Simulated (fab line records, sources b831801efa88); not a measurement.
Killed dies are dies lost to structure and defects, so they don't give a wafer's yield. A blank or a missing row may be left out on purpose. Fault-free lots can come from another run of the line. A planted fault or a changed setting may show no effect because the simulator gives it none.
fab line records | flow gf180mcu
record: lots: 5 | wafers: 15 | last_day: 33
route steps=602 shown MIM@507 M5@526
lots that met no fault: taken from a fault-free run of the same line
start_h: start of the lot's first displayed wafer, in hours after the record's first day | wait_h: hours since the lot's step before | " identical to the entry in the row above | L1.1+2: a single row standing in for several wafers | - either no value or no given start | * or withheld: withheld | < > ~ a bound
route shown NAME@n: NAME is a module with steps in the file, n the number in the route of the first one | usual: average and standard deviation across the fault-free wafers | same: alike in all rows | chamber/n: place in a boat | sites: each site's reading | _std_site: the standard deviation of these | _edge_site: the outer-site mean with the inner-site mean subtracted | radius_mm: how far each site lies from the wafer's centre | mask NAME#n: copy n | behind: the most recent tool/chamber to have shaped the wafer | hold: what put the lot on hold/how long, in hours/how the hold closed | device: which transistor (n, p or np) failed to switch | end of line: tests run on the same wafers once the route is complete | a step with no rows: only its recipe | killed: count of dies lost to structure and defects at first sort (not the wafer's yield) | map: a wafer's dies, x killed, . not, _ none there
set.NAME: setting as actually run; set.NAME@STEP: the setting as run at that earlier step | model.NAME: the simulator's own value behind a step, which no gauge read
lots seen at some steps along the route; tables by step, rows by wafer
services: the hour from which a tool's chamber was out of use, counted from the record's first day as start_h (under 0 if before that day), plus the number of hours and why
== steps ==
step: GF_MIM_SPUTTER_04
recipe: material: TiN | target_thk_nm: 50 | power_w: 6500 | time_s: 41.7 | chamber_pressure_pa: 0.4
usual: throttle_valve_pct: 30.2/0.8
same: time_s: 41.7
lot.wafer | tool           | chamber | start_h | wait_h | throttle_valve_pct
L082.2    | pvd_sputter-03 | -       | 629.22  | 0.0    | 30.9
L082.3    | "              | -       | "       | "      | 29.3
L082.6    | "              | -       | "       | "      | 29.7
L088.1    | pvd_sputter-03 | -       | 669.57  | 0.0    | 30.3
L088.4    | "              | -       | "       | "      | 31.1
L088.6    | "              | -       | "       | "      | 30.6
L089.2    | pvd_sputter-03 | -       | 680.91  | 0.0    | 31.4
L089.3    | "              | -       | "       | "      | 29.4
L089.6    | "              | -       | "       | "      | 29.1
L092.2    | pvd_sputter-04 | -       | 700.92  | 0.0    | 30.5
L092.4    | "              | -       | "       | "      | 30.2
L092.6    | "              | -       | "       | "      | 30.3
L093.1    | pvd_sputter-03 | -       | 705.61  | 0.0    | 29.2
L093.2    | "              | -       | "       | "      | 30.9
L093.6    | "              | -       | "       | "      | 31.2
step: GF_MIM_CVD_05
recipe: material: Si3N4 | target_thk_nm: 42 | temp_max_c: 400 | temp_c: 385 | time_s: 29.086 | rf_w: 450
usual: heater_power_w: 618/84
same: time_s: 29.086
lot.wafer | tool     | chamber | start_h | wait_h | heater_power_w
L082.2    | pecvd-02 | 0       | 629.26  | 0.0    | 575
L082.3    | "        | 0       | "       | "      | 595
L082.6    | "        | 0       | "       | "      | 583
L088.1    | pecvd-01 | 2       | 669.61  | 0.0    | 649
L088.4    | "        | 0       | "       | "      | 646
L088.6    | "        | 1       | "       | "      | 651
L089.2    | pecvd-01 | 0       | 680.95  | 0.0    | 629
L089.3    | "        | 1       | "       | "      | 661
L089.6    | "        | 1       | "       | "      | 645
L092.2    | pecvd-03 | 1       | 700.96  | 0.0    | 569
L092.4    | "        | 0       | "       | "      | 513
L092.6    | "        | 1       | "       | "      | 566
L093.1    | pecvd-01 | 1       | 705.65  | 0.0    | 686
L093.2    | "        | 2       | "       | "      | 568
L093.6    | "        | 1       | "       | "      | 687
step: GF_MIM_THK_MEAS_06
recipe: reads: Si3N4_of_MIM_CVD_05
usual: MIM_CVD_05_THK: 42.0/0.41
lot.wafer | tool          | chamber | start_h | wait_h | MIM_CVD_05_THK[nm]
L082.2    | film_metro-01 | -       | 629.32  | 0.0    | 42.1
L082.3    | "             | -       | "       | "      | 42.3
L082.6    | "             | -       | "       | "      | 42.2
L088.1    | film_metro-01 | -       | 669.65  | 0.0    | 41.5
L088.4    | "             | -       | "       | "      | 42.1
L088.6    | "             | -       | "       | "      | 42.0
L089.2    | film_metro-04 | -       | 680.99  | 0.0    | 41.6
L089.3    | "             | -       | "       | "      | 41.5
L089.6    | "             | -       | "       | "      | 41.9
L092.2    | film_metro-04 | -       | 701.00  | 0.0    | 41.7
L092.4    | "             | -       | "       | "      | 41.8
L092.6    | "             | -       | "       | "      | 41.7
L093.1    | film_metro-04 | -       | 705.68  | 0.0    | 41.4
L093.2    | "             | -       | "       | "      | 41.7
L093.6    | "             | -       | "       | "      | 41.9
step: GF_MIM_SPUTTER_07
recipe: material: TiN | target_thk_nm: 60 | power_w: 6500 | time_s: 50 | chamber_pressure_pa: 0.4
usual: throttle_valve_pct: 30.2/0.84
same: time_s: 50
lot.wafer | tool           | chamber | start_h | wait_h | throttle_valve_pct
L082.2    | pvd_sputter-01 | -       | 629.37  | 0.0    | 30.1
L082.3    | "              | -       | "       | "      | 29.7
L082.6    | "              | -       | "       | "      | 30.3
L088.1    | pvd_sputter-04 | -       | 669.71  | 0.1    | 30.0
L088.4    | "              | -       | "       | "      | 30.1
L088.6    | "              | -       | "       | "      | 30.2
L089.2    | pvd_sputter-04 | -       | 681.04  | 0.0    | 28.8
L089.3    | "              | -       | "       | "      | 30.0
L089.6    | "              | -       | "       | "      | 30.2
L092.2    | pvd_sputter-03 | -       | 701.05  | 0.0    | 31.6
L092.4    | "              | -       | "       | "      | 31.0
L092.6    | "              | -       | "       | "      | 30.5
L093.1    | pvd_sputter-01 | -       | 705.74  | 0.1    | 30.2
L093.2    | "              | -       | "       | "      | 29.4
L093.6    | "              | -       | "       | "      | 29.8
step: GF_MIM_SPUTTER_08
recipe: material: AlCu | target_thk_nm: 200 | power_w: 10600 | time_s: 10.6 | chamber_pressure_pa: 0.4
usual: throttle_valve_pct: 30.2/0.82
same: time_s: 10.6
lot.wafer | tool           | chamber | start_h | wait_h | throttle_valve_pct
L082.2    | pvd_sputter-01 | -       | 629.42  | 0.0    | 30.3
L082.3    | "              | -       | "       | "      | 30.0
L082.6    | "              | -       | "       | "      | 30.3
L088.1    | pvd_sputter-04 | -       | 669.75  | 0.0    | 30.3
L088.4    | "              | -       | "       | "      | 30.1
L088.6    | "              | -       | "       | "      | 30.4
L089.2    | pvd_sputter-04 | -       | 681.09  | 0.0    | 28.6
L089.3    | "              | -       | "       | "      | 30.4
L089.6    | "              | -       | "       | "      | 30.3
L092.2    | pvd_sputter-03 | -       | 701.10  | 0.0    | 31.7
L092.4    | "              | -       | "       | "      | 31.0
L092.6    | "              | -       | "       | "      | 30.6
L093.1    | pvd_sputter-01 | -       | 705.78  | 0.0    | 30.0
L093.2    | "              | -       | "       | "      | 29.2
L093.6    | "              | -       | "       | "      | 29.6
step: GF_MIM_SPUTTER_09
recipe: material: TiN | target_thk_nm: 35 | power_w: 6500 | time_s: 29.2 | chamber_pressure_pa: 0.4
usual: throttle_valve_pct: 30.2/0.83
same: time_s: 29.2
lot.wafer | tool           | chamber | start_h | wait_h | throttle_valve_pct
L082.2    | pvd_sputter-01 | -       | 629.45  | 0.0    | 30.4
L082.3    | "              | -       | "       | "      | 29.6
L082.6    | "              | -       | "       | "      | 30.3
L088.1    | pvd_sputter-04 | -       | 669.77  | 0.0    | 30.1
L088.4    | "              | -       | "       | "      | 30.2
L088.6    | "              | -       | "       | "      | 30.3
L089.2    | pvd_sputter-04 | -       | 681.11  | 0.0    | 28.5
L089.3    | "              | -       | "       | "      | 30.5
L089.6    | "              | -       | "       | "      | 30.3
L092.2    | pvd_sputter-03 | -       | 701.12  | 0.0    | 31.5
L092.4    | "              | -       | "       | "      | 30.9
L092.6    | "              | -       | "       | "      | 30.7
L093.1    | pvd_sputter-01 | -       | 705.81  | 0.0    | 29.9
L093.2    | "              | -       | "       | "      | 29.5
L093.6    | "              | -       | "       | "      | 29.7
step: GF_MIM_RS_MEAS_10
recipe: thk_meas_gauge: four-point-probe | reads: TiN_of_MIM_SPUTTER_09+AlCu_of_MIM_SPUTTER_08+TiN_of_MIM_SPUTTER_07
usual: MIM_ALCU_RS: 0.1601/0.0014
lot.wafer | tool          | chamber | start_h | wait_h | MIM_ALCU_RS[ohm/sq]
L082.2    | film_metro-03 | -       | 629.51  | 0.0    | 0.1613
L082.3    | "             | -       | "       | "      | 0.1606
L082.6    | "             | -       | "       | "      | 0.1619
L088.1    | film_metro-01 | -       | 669.81  | 0.0    | 0.1607
L088.4    | "             | -       | "       | "      | 0.1603
L088.6    | "             | -       | "       | "      | 0.1606
L089.2    | film_metro-03 | -       | 681.16  | 0.0    | 0.1587
L089.3    | "             | -       | "       | "      | 0.1608
L089.6    | "             | -       | "       | "      | 0.1601
L092.2    | film_metro-03 | -       | 701.17  | 0.0    | 0.1611
L092.4    | "             | -       | "       | "      | 0.1608
L092.6    | "             | -       | "       | "      | 0.1600
L093.1    | film_metro-01 | -       | 705.84  | 0.0    | 0.1610
L093.2    | "             | -       | "       | "      | 0.1612
L093.6    | "             | -       | "       | "      | 0.1604
step: GF_MIM_THK_MEAS_11
recipe: thk_meas_gauge: xrf | reads: AlCu_of_MIM_SPUTTER_08
usual: MIM_ALCU_THK: 195.4/1.7
lot.wafer | tool          | chamber | start_h | wait_h | MIM_ALCU_THK[nm]
L082.2    | film_metro-03 | -       | 629.62  | 0.1    | 192.4
L082.3    | "             | -       | "       | "      | 194.6
L082.6    | "             | -       | "       | "      | 192.1
L088.1    | film_metro-01 | -       | 669.93  | 0.1    | 196.8
L088.4    | "             | -       | "       | "      | 196.3
L088.6    | "             | -       | "       | "      | 194.3
L089.2    | film_metro-03 | -       | 681.27  | 0.1    | 195.8
L089.3    | "             | -       | "       | "      | 192.8
L089.6    | "             | -       | "       | "      | 194.1
L092.2    | film_metro-03 | -       | 701.28  | 0.1    | 193.4
L092.4    | "             | -       | "       | "      | 193.6
L092.6    | "             | -       | "       | "      | 194.1
L093.1    | film_metro-01 | -       | 705.96  | 0.1    | 195.1
L093.2    | "             | -       | "       | "      | 195.6
L093.6    | "             | -       | "       | "      | 196.7
step: GF_MIM_DEHYDRATE_12
recipe: temp_c: 200 | time_s: 60
usual: resist_line_temp_C: 23.03/0.12
same: time_s: 60
lot.wafer | tool           | chamber | start_h | wait_h | resist_line_temp_C
L082.2    | litho_track-01 | 0       | 638.90  | 9.3    | 22.76
L082.3    | "              | 0       | "       | "      | 22.97
L082.6    | "              | 0       | "       | "      | 22.96
L088.1    | litho_track-02 | 0       | 678.63  | 8.7    | 23.10
L088.4    | "              | 0       | "       | "      | 23.10
L088.6    | "              | 0       | "       | "      | 22.96
L089.2    | litho_track-01 | 0       | 690.10  | 8.8    | 23.12
L089.3    | "              | 0       | "       | "      | 23.17
L089.6    | "              | 0       | "       | "      | 23.03
L092.2    | litho_track-01 | 0       | 709.40  | 8.1    | 23.02
L092.4    | "              | 0       | "       | "      | 22.96
L092.6    | "              | 0       | "       | "      | 23.00
L093.1    | litho_track-01 | 0       | 714.38  | 8.4    | 23.04
L093.2    | "              | 0       | "       | "      | 22.91
L093.6    | "              | 0       | "       | "      | 22.91
step: GF_MIM_HMDS_13
recipe: prime_time_s: 60 | prime_temp_c: 120
usual: resist_line_temp_C: 23.02/0.11
lot.wafer | tool           | chamber | start_h | wait_h | resist_line_temp_C
L082.2    | litho_track-01 | 0       | 639.05  | 0.1    | 23.11
L082.3    | "              | 0       | "       | "      | 23.23
L082.6    | "              | 0       | "       | "      | 22.99
L088.1    | litho_track-02 | 0       | 678.78  | 0.1    | 22.86
L088.4    | "              | 0       | "       | "      | 22.97
L088.6    | "              | 0       | "       | "      | 22.92
L089.2    | litho_track-01 | 0       | 690.25  | 0.1    | 23.00
L089.3    | "              | 0       | "       | "      | 23.13
L089.6    | "              | 0       | "       | "      | 23.02
L092.2    | litho_track-01 | 0       | 709.55  | 0.1    | 22.91
L092.4    | "              | 0       | "       | "      | 22.84
L092.6    | "              | 0       | "       | "      | 22.94
L093.1    | litho_track-01 | 0       | 714.53  | 0.1    | 22.92
L093.2    | "              | 0       | "       | "      | 23.10
L093.6    | "              | 0       | "       | "      | 23.18
step: GF_MIM_COAT_14
recipe: resist: NOVOLAK | spin_rpm: 3000 | resist_thk_nm: 1000
usual: resist_line_temp_C: 22.99/0.1
lot.wafer | tool           | chamber | start_h | wait_h | resist_line_temp_C
L082.2    | litho_track-01 | 0       | 639.20  | 0.1    | 22.94
L082.3    | "              | 0       | "       | "      | 22.99
L082.6    | "              | 0       | "       | "      | 23.05
L088.1    | litho_track-02 | 0       | 678.93  | 0.1    | 23.00
L088.4    | "              | 0       | "       | "      | 22.80
L088.6    | "              | 0       | "       | "      | 22.82
L089.2    | litho_track-01 | 0       | 690.40  | 0.1    | 23.01
L089.3    | "              | 0       | "       | "      | 23.02
L089.6    | "              | 0       | "       | "      | 23.18
L092.2    | litho_track-01 | 0       | 709.70  | 0.1    | 22.79
L092.4    | "              | 0       | "       | "      | 22.87
L092.6    | "              | 0       | "       | "      | 22.81
L093.1    | litho_track-01 | 0       | 714.68  | 0.1    | 22.93
L093.2    | "              | 0       | "       | "      | 22.95
L093.6    | "              | 0       | "       | "      | 22.97
step: GF_MIM_SOFTBAKE_15
recipe: temp_c: 90 | time_s: 60 | resist: NOVOLAK
usual: resist_line_temp_C: 22.99/0.097
same: time_s: 60
lot.wafer | tool           | chamber | start_h | wait_h | resist_line_temp_C
L082.2    | litho_track-01 | 0       | 639.35  | 0.1    | 22.94
L082.3    | "              | 0       | "       | "      | 22.84
L082.6    | "              | 0       | "       | "      | 22.99
L088.1    | litho_track-02 | 0       | 679.08  | 0.1    | 22.78
L088.4    | "              | 0       | "       | "      | 23.18
L088.6    | "              | 0       | "       | "      | 22.90
L089.2    | litho_track-01 | 0       | 690.55  | 0.1    | 22.96
L089.3    | "              | 0       | "       | "      | 22.91
L089.6    | "              | 0       | "       | "      | 22.99
L092.2    | litho_track-01 | 0       | 709.85  | 0.1    | 23.08
L092.4    | "              | 0       | "       | "      | 23.04
L092.6    | "              | 0       | "       | "      | 23.07
L093.1    | litho_track-01 | 0       | 714.83  | 0.1    | 23.00
L093.2    | "              | 0       | "       | "      | 23.06
L093.6    | "              | 0       | "       | "      | 23.07
step: GF_MIM_EXPOSE_16
recipe: mask_id: FuseTop | target_cd_nm: 2000 | na: 0.6 | source_shape: conventional | sigma_outer: 0.6 | dose_mj: 140
lot.wafer  | tool             | chamber | start_h | wait_h | mask
L082.2+3+6 | iline_stepper-01 | 0       | -       | -      | FuseTop#0
L088.1+4+6 | iline_stepper-02 | 0       | -       | -      | FuseTop#0
L089.2+3+6 | iline_stepper-02 | 0       | -       | -      | FuseTop#0
L092.2+4+6 | iline_stepper-01 | 0       | -       | -      | FuseTop#0
L093.1+2+6 | iline_stepper-02 | 0       | -       | -      | FuseTop#0
step: GF_MIM_PEB_17
recipe: temp_c: withheld | time_s: * | resist: NOVOLAK
usual: resist_line_temp_C: *
same: time_s: *
lot.wafer | tool           | chamber | start_h | wait_h | resist_line_temp_C
L082.2    | litho_track-02 | 0       | -       | -      | *
L082.3    | "              | 0       | "       | "      | *
L082.6    | "              | 0       | "       | "      | *
L088.1    | litho_track-03 | 0       | -       | -      | *
L088.4    | "              | 0       | "       | "      | *
L088.6    | "              | 0       | "       | "      | *
L089.2    | litho_track-01 | 0       | -       | -      | *
L089.3    | "              | 0       | "       | "      | *
L089.6    | "              | 0       | "       | "      | *
L092.2    | litho_track-03 | 0       | -       | -      | *
L092.4    | "              | 0       | "       | "      | *
L092.6    | "              | 0       | "       | "      | *
L093.1    | litho_track-02 | 0       | -       | -      | *
L093.2    | "              | 0       | "       | "      | *
L093.6    | "              | 0       | "       | "      | *
step: GF_MIM_DEVELOP_18
recipe: develop_time_s: 60 | dev_temp_c: 23
usual: resist_line_temp_C: 23.00/0.1
lot.wafer | tool           | chamber | start_h | wait_h | resist_line_temp_C
L082.2    | litho_track-02 | 0       | 648.86  | 0.1    | 23.00
L082.3    | "              | 0       | "       | "      | 22.97
L082.6    | "              | 0       | "       | "      | 22.92
L088.1    | litho_track-03 | 0       | 688.24  | 0.1    | 23.04
L088.4    | "              | 0       | "       | "      | 23.03
L088.6    | "              | 0       | "       | "      | 23.04
L089.2    | litho_track-01 | 0       | 699.65  | 0.1    | 23.03
L089.3    | "              | 0       | "       | "      | 23.03
L089.6    | "              | 0       | "       | "      | 22.83
L092.2    | litho_track-03 | 0       | 718.86  | 0.1    | 23.05
L092.4    | "              | 0       | "       | "      | 22.90
L092.6    | "              | 0       | "       | "      | 22.87
L093.1    | litho_track-02 | 0       | 723.53  | 0.1    | 23.00
L093.2    | "              | 0       | "       | "      | 23.15
L093.6    | "              | 0       | "       | "      | 22.95
step: GF_MIM_METAL_ETCH_19
recipe: chemistry: Cl2/BCl3 | mask_material: NOVOLAK | stop_on: Si3N4 | target_depth_nm: 324.5 | pressure_mtorr: 8 | icp_w: 800 | bias_w: 140 | Cl2_flow_sccm: 80 | bcl3_flow_sccm: 40 | time_s: 54.1
usual: drypump_motor_current_A: 5.9/0.3 | he_backside_leak_sccm: 3.36/0.29 | oes_product_au: 0.942/0.0057 | throttle_valve_pct: 28.283/0.0092
same: time_s: 54.1
lot.wafer | tool         | chamber | start_h | wait_h | drypump_motor_current_A | he_backside_leak_sccm | oes_product_au | rf_hours_counter_h | throttle_valve_pct
L082.2    | rie_metal-03 | 0       | 648.98  | 0.1    | 6.4                     | 3.27                  | 0.946          | 2                  | 28.274
L082.3    | "            | 1       | "       | "      | 5.7                     | 3.45                  | 0.946          | -                  | 28.285
L082.6    | "            | 1       | "       | "      | 5.7                     | 3.50                  | 0.927          | -                  | 28.283
L088.1    | rie_metal-04 | 0       | 688.39  | 0.1    | 5.9                     | 3.52                  | 0.937          | 6                  | 28.294
L088.4    | "            | 0       | "       | "      | 5.9                     | 3.53                  | 0.942          | -                  | 28.285
L088.6    | "            | 1       | "       | "      | 5.7                     | 3.08                  | 0.942          | -                  | 28.284
L089.2    | rie_metal-03 | 0       | 699.78  | 0.1    | 6.4                     | 3.12                  | 0.944          | 3                  | 28.281
L089.3    | "            | 0       | "       | "      | 6.4                     | 3.33                  | 0.955          | -                  | 28.287
L089.6    | "            | 0       | "       | "      | 6.4                     | 3.24                  | 0.945          | -                  | 28.285
L092.2    | rie_metal-04 | 0       | 719.01  | 0.1    | 5.9                     | 3.29                  | 0.942          | -                  | 28.277
L092.4    | "            | 0       | "       | "      | 5.9                     | 3.40                  | 0.950          | -                  | 28.286
L092.6    | "            | 0       | "       | "      | 5.9                     | 3.59                  | 0.939          | -                  | 28.284
L093.1    | rie_metal-01 | 0       | 723.68  | 0.1    | 6.3                     | 3.45                  | 0.938          | 7                  | 28.287
L093.2    | "            | 1       | "       | "      | 5.6                     | 3.32                  | 0.939          | 4                  | 28.291
L093.6    | "            | 0       | "       | "      | 6.3                     | 3.44                  | 0.932          | -                  | 28.274
step: GF_MIM_STRIP_20
recipe: chemistry: O2/N2 | power_w: 1400 | pressure_mtorr: 1500 | platen_temp_c: 250 | o2_flow_sccm: 3000 | n2_flow_sccm: 300 | overash_fraction: 0.5
usual: drypump_motor_current_A: 5.9/0.48 | heater_power_w: 312/40 | oes_product_au: 0.691/0.0043 | strip_time_to_endpoint_s: 11.22/0.035
lot.wafer | tool            | chamber | start_h | wait_h | drypump_motor_current_A | heater_power_w | oes_product_au | rf_hours_counter_h | strip_time_to_endpoint_s
L082.2    | plasma_asher-04 | 0       | 649.08  | 0.1    | 6.3                     | 304            | 0.694          | 87                 | 11.23
L082.3    | "               | 1       | "       | "      | 5.3                     | 323            | 0.691          | -                  | 11.23
L082.6    | "               | 1       | "       | "      | 5.3                     | 320            | 0.699          | -                  | 11.24
L088.1    | plasma_asher-03 | 0       | 688.48  | 0.1    | 6.3                     | 250            | 0.691          | 110                | 11.23
L088.4    | "               | 0       | "       | "      | 6.2                     | 252            | 0.693          | -                  | 11.17
L088.6    | "               | 0       | "       | "      | 6.2                     | 250            | 0.693          | -                  | 11.23
L089.2    | plasma_asher-04 | 1       | 699.85  | 0.0    | 5.3                     | 321            | 0.683          | 92                 | 11.16
L089.3    | "               | 0       | "       | "      | 6.3                     | 289            | 0.692          | -                  | 11.17
L089.6    | "               | 0       | "       | "      | 6.3                     | 302            | 0.697          | -                  | 11.16
L092.2    | plasma_asher-04 | 1       | 719.13  | 0.1    | 5.3                     | 315            | 0.697          | 94                 | 11.19
L092.4    | "               | 1       | "       | "      | 5.3                     | 318            | 0.695          | -                  | 11.16
L092.6    | "               | 0       | "       | "      | 6.3                     | 311            | 0.683          | -                  | 11.20
L093.1    | plasma_asher-04 | 0       | 723.75  | 0.0    | 6.3                     | 300            | 0.689          | 94                 | 11.18
L093.2    | "               | 1       | "       | "      | 5.3                     | 318            | 0.694          | 94                 | 11.21
L093.6    | "               | 1       | "       | "      | 5.3                     | 323            | 0.692          | -                  | 11.19
step: GF_MIM_STRIP_21
recipe: chemistry: post_etch_residue_remover | time_s: 1200 | temp_c: 72.5
usual: temp_c: 72.49/0.12
same: time_s: 1200
lot.wafer | tool         | chamber | start_h | wait_h | temp_c
L082.2    | wet_bench-01 | 1       | 649.18  | 0.1    | 72.62
L082.3    | "            | 1       | "       | "      | 72.57
L082.6    | "            | 1       | "       | "      | 72.43
L088.1    | wet_bench-02 | 2       | 688.58  | 0.1    | 72.55
L088.4    | "            | 2       | "       | "      | 72.21
L088.6    | "            | 2       | "       | "      | 72.33
L089.2    | wet_bench-03 | 2       | 699.95  | 0.1    | 72.47
L089.3    | "            | 2       | "       | "      | 72.56
L089.6    | "            | 2       | "       | "      | 72.48
L092.2    | wet_bench-01 | 0       | 719.23  | 0.1    | 72.44
L092.4    | "            | 0       | "       | "      | 72.45
L092.6    | "            | 0       | "       | "      | 72.56
L093.1    | wet_bench-03 | 3       | 723.85  | 0.1    | 72.62
L093.2    | "            | 3       | "       | "      | 72.43
L093.6    | "            | 3       | "       | "      | 72.47
step: GF_MIM_CLEAN_22
recipe: chemistry: DIW | dry: n2_spin
lot.wafer  | tool         | chamber | start_h | wait_h
L082.2+3+6 | wet_bench-03 | 0       | 649.52  | 0.0
L088.1+4+6 | wet_bench-03 | 1       | 688.95  | 0.0
L089.2+3+6 | wet_bench-02 | 2       | 700.29  | 0.0
L092.2+4+6 | wet_bench-03 | 3       | 719.57  | 0.0
L093.1+2+6 | wet_bench-02 | 2       | 724.19  | 0.0
step: GF_M5_DEHYDRATE_00
recipe: temp_c: 200 | time_s: 60
usual: resist_line_temp_C: 22.98/0.1
same: time_s: 60
lot.wafer | tool           | chamber | start_h | wait_h | resist_line_temp_C
L082.2    | litho_track-03 | 0       | 658.81  | 9.2    | 23.07
L082.3    | "              | 0       | "       | "      | 22.96
L082.6    | "              | 0       | "       | "      | 23.02
L088.1    | litho_track-03 | 0       | 698.24  | 9.2    | 23.03
L088.4    | "              | 0       | "       | "      | 23.03
L088.6    | "              | 0       | "       | "      | 23.03
L089.2    | litho_track-01 | 0       | 708.80  | 8.4    | 22.98
L089.3    | "              | 0       | "       | "      | 23.17
L089.6    | "              | 0       | "       | "      | 22.96
L092.2    | litho_track-04 | 0       | 727.61  | 8.0    | 23.08
L092.4    | "              | 0       | "       | "      | 23.07
L092.6    | "              | 0       | "       | "      | 23.17
L093.1    | litho_track-01 | 0       | 732.28  | 8.0    | 22.89
L093.2    | "              | 0       | "       | "      | 23.03
L093.6    | "              | 0       | "       | "      | 22.89
step: GF_M5_HMDS_01
recipe: prime_time_s: 60 | prime_temp_c: 120
usual: resist_line_temp_C: 23.01/0.11
lot.wafer | tool           | chamber | start_h | wait_h | resist_line_temp_C
L082.2    | litho_track-03 | 0       | 658.96  | 0.1    | 22.94
L082.3    | "              | 0       | "       | "      | 23.18
L082.6    | "              | 0       | "       | "      | 23.07
L088.1    | litho_track-03 | 0       | 698.39  | 0.1    | 22.95
L088.4    | "              | 0       | "       | "      | 22.88
L088.6    | "              | 0       | "       | "      | 23.06
L089.2    | litho_track-01 | 0       | 708.95  | 0.1    | 23.35
L089.3    | "              | 0       | "       | "      | 23.17
L089.6    | "              | 0       | "       | "      | 23.13
L092.2    | litho_track-04 | 0       | 727.76  | 0.1    | 23.17
L092.4    | "              | 0       | "       | "      | 23.04
L092.6    | "              | 0       | "       | "      | 23.08
L093.1    | litho_track-01 | 0       | 732.43  | 0.1    | 22.88
L093.2    | "              | 0       | "       | "      | 22.81
L093.6    | "              | 0       | "       | "      | 22.88
== services ==
tool             | chamber | start_h | hours | kind
pvd_sputter-04   | -       | 612.29  | 5.0   | repair
pecvd-03         | 0       | 624.65  | 3.9   | repair
rie_metal-04     | 0       | 625.40  | 8.5   | repair
pecvd-02         | 2       | 625.81  | 15.4  | repair
pecvd-01         | -       | 628.45  | 0.9   | repair
pecvd-02         | -       | 634.52  | 2.8   | pm
pecvd-01         | -       | 642.76  | 2.8   | pm
plasma_asher-03  | -       | 645.74  | 0.7   | repair
pecvd-02         | -       | 651.17  | 1.4   | repair
iline_stepper-01 | -       | 655.68  | 4.8   | repair
pvd_sputter-01   | 3       | 657.47  | -     | consumable_replace:kit
iline_stepper-01 | -       | 660.47  | 1.7   | pm
pecvd-03         | -       | 665.70  | 0.2   | repair
pvd_sputter-04   | 3       | 671.16  | -     | consumable_replace:kit
pvd_sputter-04   | 3       | 671.16  | 18.0  | scheduled_down
pvd_sputter-04   | 3       | 671.16  | 18.0  | vent_cycle
plasma_asher-03  | -       | 676.26  | 4.2   | repair
pvd_sputter-03   | -       | 691.60  | 4.9   | repair
plasma_asher-03  | -       | 704.25  | 30.8  | repair
plasma_asher-04  | -       | 705.93  | 1.4   | repair
rie_metal-04     | 1       | 715.73  | 4.7   | repair
pvd_sputter-03   | 1       | 724.25  | -     | consumable_replace:kit
pvd_sputter-03   | 1       | 724.25  | 18.0  | scheduled_down
pvd_sputter-03   | 1       | 724.25  | 18.0  | vent_cycle
== key ==
fault none
